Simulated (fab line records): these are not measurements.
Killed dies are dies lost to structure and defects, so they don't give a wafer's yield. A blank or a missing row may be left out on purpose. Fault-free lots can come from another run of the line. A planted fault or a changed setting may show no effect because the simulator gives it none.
Which of the tools did it? :: flow gf180mcu :: Sampling: 11 lots, 33 wafers, 6 of 602 route steps

## WHAT THE GAUGES READ, wafer by wafer
GF_V1_RS_MEAS_24: the measuring method here is four-point-probe.
lot: L739
measured: day 18 02:25
on: film metro-04
V1_W_RS (ohm/sq): 0.327 0.328 0.324

lot: L740
measured: day 18 10:23
on: film metro-04
V1_W_RS (ohm/sq): 0.330 0.332 0.335

lot: L744
measured: day 20 05:34
on: film metro-02
V1_W_RS (ohm/sq): 0.335 0.339 0.332

lot: L747
measured: day 21 10:33
on: film metro-02
V1_W_RS (ohm/sq): 0.335 0.330 0.332

lot: L750
measured: day 22 07:25
on: film metro-03
V1_W_RS (ohm/sq): 0.327 0.329 0.324

lot: L751
measured: day 23 02:19
on: film metro-02
V1_W_RS (ohm/sq): 0.327 0.327 0.329

lot: L753
measured: day 23 12:34
on: film metro-03
V1_W_RS (ohm/sq): 0.334 0.333 0.333

lot: L758
measured: day 24 23:23
on: film metro-02
V1_W_RS (ohm/sq): 0.341 0.337 0.338

lot: L760
measured: day 25 14:27
on: film metro-04
V1_W_RS (ohm/sq): 0.332 0.334 0.329

lot: L761
measured: day 25 20:30
on: film metro-04
V1_W_RS (ohm/sq): 0.326 0.329 0.326

lot: L762
measured: day 26 02:45
on: film metro-03
V1_W_RS (ohm/sq): 0.331 0.335 0.331

GF_M2_RS_MEAS_05: the measuring method here is four-point-probe.
lot: L739
measured: day 18 03:10
on: film metro-02
M2_ALCU_RS (ohm/sq): 0.0704 0.0703 0.0702

lot: L740
measured: day 18 11:05
on: film metro-01
M2_ALCU_RS (ohm/sq): 0.0691 0.0687 0.0687

lot: L744
measured: day 20 06:16
on: film metro-02
M2_ALCU_RS (ohm/sq): 0.0705 0.0703 0.0700

lot: L747
measured: day 21 11:15
on: film metro-03
M2_ALCU_RS (ohm/sq): 0.0697 0.0698 0.0698

lot: L750
measured: day 22 08:07
on: film metro-02
M2_ALCU_RS (ohm/sq): 0.0706 0.0700 0.0695

lot: L751
measured: day 23 03:01
on: film metro-02
M2_ALCU_RS (ohm/sq): 0.0532 0.0532 0.0531

lot: L753
measured: day 23 13:16
on: film metro-01
M2_ALCU_RS (ohm/sq): 0.0527 0.0526 0.0532

lot: L758
measured: day 25 00:08
on: film metro-01
M2_ALCU_RS (ohm/sq): 0.0684 0.0688 0.0696

lot: L760
measured: day 25 15:09
on: film metro-02
M2_ALCU_RS (ohm/sq): 0.0693 0.0701 0.0696

lot: L761
measured: day 25 21:12
on: film metro-01
M2_ALCU_RS (ohm/sq): 0.0698 0.0695 0.0695

lot: L762
measured: day 26 03:27
on: film metro-02
M2_ALCU_RS (ohm/sq): 0.0694 0.0691 0.0694

GF_M2_THK_MEAS_06: measures by xrf.
lot: L739
measured: day 18 03:17
on: film metro-02
M2_ALCU_THK (nm): 457 457 456

lot: L740
measured: day 18 11:12
on: film metro-01
M2_ALCU_THK (nm): 461 462 464

lot: L744
measured: day 20 06:22
on: film metro-02
M2_ALCU_THK (nm): 456 457 458

lot: L747
measured: day 21 11:22
on: film metro-03
M2_ALCU_THK (nm): 452 451 449

lot: L750
measured: day 22 08:14
on: film metro-02
M2_ALCU_THK (nm): 454 455 459

lot: L751
measured: day 23 03:08
on: film metro-02
M2_ALCU_THK (nm): 600 600 602

lot: L753
measured: day 23 13:23
on: film metro-01
M2_ALCU_THK (nm): 604 604 598

lot: L758
measured: day 25 00:16
on: film metro-01
M2_ALCU_THK (nm): 463 460 454

lot: L760
measured: day 25 15:16
on: film metro-02
M2_ALCU_THK (nm): 459 456 457

lot: L761
measured: day 25 21:19
on: film metro-01
M2_ALCU_THK (nm): 454 458 457

lot: L762
measured: day 26 03:34
on: film metro-02
M2_ALCU_THK (nm): 461 462 461

## WHAT TOOL EACH LOT RAN ON (gives the tool, then ch and the chambers of the sampled wafers, and finally the start)
lot: L739
GF_M2_SPUTTER_01: pvd sputter-02, day 18 03:02
GF_M2_SPUTTER_02: pvd sputter-02, day 18 03:04
GF_M2_SPUTTER_03: pvd sputter-02, day 18 03:06

lot: L740
GF_M2_SPUTTER_01: pvd sputter-04, day 18 10:58
GF_M2_SPUTTER_02: pvd sputter-04, day 18 10:59
GF_M2_SPUTTER_03: pvd sputter-04, day 18 11:01

lot: L744
GF_M2_SPUTTER_01: pvd sputter-03, day 20 06:05
GF_M2_SPUTTER_02: pvd sputter-03, day 20 06:07
GF_M2_SPUTTER_03: pvd sputter-03, day 20 06:09

lot: L747
GF_M2_SPUTTER_01: pvd sputter-02, day 21 11:08
GF_M2_SPUTTER_02: pvd sputter-02, day 21 11:10
GF_M2_SPUTTER_03: pvd sputter-02, day 21 11:11

lot: L750
GF_M2_SPUTTER_01: pvd sputter-04, day 22 07:59
GF_M2_SPUTTER_02: pvd sputter-04, day 22 08:01
GF_M2_SPUTTER_03: pvd sputter-04, day 22 08:03

lot: L751
GF_M2_SPUTTER_01: pvd sputter-04, day 23 02:53
GF_M2_SPUTTER_02: pvd sputter-04, day 23 02:55
GF_M2_SPUTTER_03: pvd sputter-04, day 23 02:57

lot: L753
GF_M2_SPUTTER_01: pvd sputter-04, day 23 13:08
GF_M2_SPUTTER_02: pvd sputter-04, day 23 13:10
GF_M2_SPUTTER_03: pvd sputter-04, day 23 13:11

lot: L758
GF_M2_SPUTTER_01: pvd sputter-03, day 25 00:01
GF_M2_SPUTTER_02: pvd sputter-03, day 25 00:03
GF_M2_SPUTTER_03: pvd sputter-03, day 25 00:05

lot: L760
GF_M2_SPUTTER_01: pvd sputter-03, day 25 15:01
GF_M2_SPUTTER_02: pvd sputter-03, day 25 15:02
GF_M2_SPUTTER_03: pvd sputter-03, day 25 15:04

lot: L761
GF_M2_SPUTTER_01: pvd sputter-02, day 25 21:04
GF_M2_SPUTTER_02: pvd sputter-02, day 25 21:05
GF_M2_SPUTTER_03: pvd sputter-02, day 25 21:07

lot: L762
GF_M2_SPUTTER_01: pvd sputter-03, day 26 03:19
GF_M2_SPUTTER_02: pvd sputter-03, day 26 03:20
GF_M2_SPUTTER_03: pvd sputter-03, day 26 03:22
- GF_M2_SPUTTER_01: material TiN, target thk 30 nm, time 25 s.
- GF_M2_SPUTTER_02: material AlCu, target thk 450 nm, time 23.9 s.
- GF_M2_SPUTTER_03: material Ti, target thk 10 nm, time 6.7 s.

## WHAT THE TOOLS THEMSELVES READ (means of the sampled wafers that have a number; where no wafer has one, the mark that the record gives instead)
GF_M2_SPUTTER_01.
lot: L739
tool: pvd sputter-02
cathode dc power W (W): 6499.8
throttle valve pct (%): 30.3

lot: L740
tool: pvd sputter-04
cathode dc power W (W): 6500.8
throttle valve pct (%): 29.5

lot: L744
tool: pvd sputter-03
cathode dc power W (W): 6499.6
throttle valve pct (%): 29.9

lot: L747
tool: pvd sputter-02
cathode dc power W (W): 6500.1
throttle valve pct (%): 30.1

lot: L750
tool: pvd sputter-04
cathode dc power W (W): 6499.8
throttle valve pct (%): 30.3

lot: L751
tool: pvd sputter-04
cathode dc power W (W): 6500.6
throttle valve pct (%): 28.7

lot: L753
tool: pvd sputter-04
cathode dc power W (W): 6501.0
throttle valve pct (%): 29.5

lot: L758
tool: pvd sputter-03
cathode dc power W (W): 6501.2
throttle valve pct (%): 30.6

lot: L760
tool: pvd sputter-03
cathode dc power W (W): 6501.0
throttle valve pct (%): 30.7

lot: L761
tool: pvd sputter-02
cathode dc power W (W): 6499.9
throttle valve pct (%): 29.8

lot: L762
tool: pvd sputter-03
cathode dc power W (W): 6498.2
throttle valve pct (%): 30.2

GF_M2_SPUTTER_02.
lot: L739
tool: pvd sputter-02
cathode dc power W (W): 10601
throttle valve pct (%): 30.1

lot: L740
tool: pvd sputter-04
cathode dc power W (W): 10597
throttle valve pct (%): 29.5

lot: L744
tool: pvd sputter-03
cathode dc power W (W): 10599
throttle valve pct (%): 29.9

lot: L747
tool: pvd sputter-02
cathode dc power W (W): 10600
throttle valve pct (%): 30.1

lot: L750
tool: pvd sputter-04
cathode dc power W (W): 10600
throttle valve pct (%): 30.4

lot: L751
tool: pvd sputter-04
cathode dc power W (W): 13882
throttle valve pct (%): 28.5

lot: L753
tool: pvd sputter-04
cathode dc power W (W): 13883
throttle valve pct (%): 29.4

lot: L758
tool: pvd sputter-03
cathode dc power W (W): 10600
throttle valve pct (%): 30.8

lot: L760
tool: pvd sputter-03
cathode dc power W (W): 10600
throttle valve pct (%): 30.6

lot: L761
tool: pvd sputter-02
cathode dc power W (W): 10599
throttle valve pct (%): 30.0

lot: L762
tool: pvd sputter-03
cathode dc power W (W): 10601
throttle valve pct (%): 30.1

GF_M2_SPUTTER_03.
lot: L739
tool: pvd sputter-02
cathode dc power W (W): 3000.1
throttle valve pct (%): 30.2

lot: L740
tool: pvd sputter-04
cathode dc power W (W): 2999.8
throttle valve pct (%): 29.6

lot: L744
tool: pvd sputter-03
cathode dc power W (W): 3000.1
throttle valve pct (%): 29.8

lot: L747
tool: pvd sputter-02
cathode dc power W (W): 3000.4
throttle valve pct (%): 30.1

lot: L750
tool: pvd sputter-04
cathode dc power W (W): 2999.9
throttle valve pct (%): 30.2

lot: L751
tool: pvd sputter-04
cathode dc power W (W): 2999.4
throttle valve pct (%): 28.7

lot: L753
tool: pvd sputter-04
cathode dc power W (W): 2999.6
throttle valve pct (%): 29.4

lot: L758
tool: pvd sputter-03
cathode dc power W (W): 3000.2
throttle valve pct (%): 30.6

lot: L760
tool: pvd sputter-03
cathode dc power W (W): 3000.2
throttle valve pct (%): 30.6

lot: L761
tool: pvd sputter-02
cathode dc power W (W): 3000.0
throttle valve pct (%): 29.8

lot: L762
tool: pvd sputter-03
cathode dc power W (W): 3000.1
throttle valve pct (%): 30.2

## THE ANSWER, worked out from the rows above alone
Rule: what is usual is taken from the lots themselves. The widest of any qualifying gaps counts: lots, ordered by their means at a reading, are off when they make up no more than a third of the lots, leave a main group of 4 or more, and stand apart from it by 3 or more times the standard deviation of that group's means. A main group is skipped when, at the precision printed for the reading in the tables above, its means are all equal. Also off: a lot with no number at a reading for which 4 or more lots have one. All remaining lots with rows at the step are treated as sound. Order of review: gauges by route order, followed by the tools' own readings, for which a lot's mean as printed above is used. The first step at which some lot is off is used, and at that step the reading that is off furthest; a lot without a number counts as furthest.
Off: at GF_M2_RS_MEAS_05 (M2_ALCU_RS), L751, L753. Mean 0.0696 ohm/sq and standard deviation 0.0005 in the main group.
If a tool, at a process step before that reading, ran all the lots that are off and no sound lot after the first of them, it fits. The gauges at GF_M2_RS_MEAS_05 aren't tried: what is off there is off at GF_M2_SPUTTER_02 too, on other tools, and a gauge's error can't cause that. One candidate fits, namely pvd sputter-04 at GF_M2_SPUTTER_01 and GF_M2_SPUTTER_02 and GF_M2_SPUTTER_03. At GF_M2_SPUTTER_01 its last sound lot is L750 (day 22 07:59), its first lot that is off L751 (day 23 02:53): a fault that began between those two fits.

## WHAT THE SIMULATOR HAD PUT IN
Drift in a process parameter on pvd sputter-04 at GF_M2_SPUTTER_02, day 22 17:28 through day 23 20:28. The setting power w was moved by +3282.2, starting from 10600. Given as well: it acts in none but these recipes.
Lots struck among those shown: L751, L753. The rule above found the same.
